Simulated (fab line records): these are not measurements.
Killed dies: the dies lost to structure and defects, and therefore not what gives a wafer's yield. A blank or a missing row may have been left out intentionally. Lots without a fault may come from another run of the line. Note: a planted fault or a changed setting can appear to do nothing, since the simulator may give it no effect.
Which tool was responsible? -- flow sky130 -- 12 lots (36 wafers sampled), 1 step of a 708-step route

## WHAT EACH GAUGE READ, for each wafer
SKY_POLY_GATE_THK_MEAS_04.
lot,measured,on,POLY_GATE_CVD_03_THK (nm)
L074,day 15 17:37,film metro-02,74.6 74.3 74.9
L077,day 16 00:49,film metro-03,75.1 75.5 75.4
L079,day 16 18:59,film metro-03,74.4 73.8 74.8
L081,day 17 21:36,film metro-01,75.7 75.5 75.0
L084,day 19 00:36,film metro-03,75.3 75.0 75.3
L085,day 19 11:52,film metro-02,74.3 74.5 74.7
L087,day 20 06:35,film metro-03,73.4 73.6 74.0
L089,day 20 13:23,film metro-01,75.0 74.7 74.8
L091,day 21 07:03,film metro-01,74.9 74.9 74.7
L093,day 22 04:02,film metro-03,73.9 73.9 74.3
L095,day 22 10:03,film metro-01,75.0 75.0 74.7
L097,day 23 08:53,film metro-01,73.7 74.3 74.1

## TOOL THAT RAN EACH LOT (tool first, then ch and the chambers of the sampled wafers, then the start)
The record holds no process step before these readings.

## THE ANSWER, worked out from the rows above alone
Rule: usual is defined by the lots themselves. The widest of any qualifying gaps counts: lots, ordered by their means at a reading, are off when they make up no more than a third of the lots, leave a main group of 4 or more, and stand apart from it by 3 or more times the standard deviation of that group's means. A main group is skipped when, at the precision printed for the reading in the tables above, its means are all equal. Also off: a lot with no number at a reading for which 4 or more lots have one. The other lots that the step has rows for count as sound.
Nothing can be told from this: no lot is off at any reading shown.

## WHAT WAS PUT IN BY THE SIMULATOR
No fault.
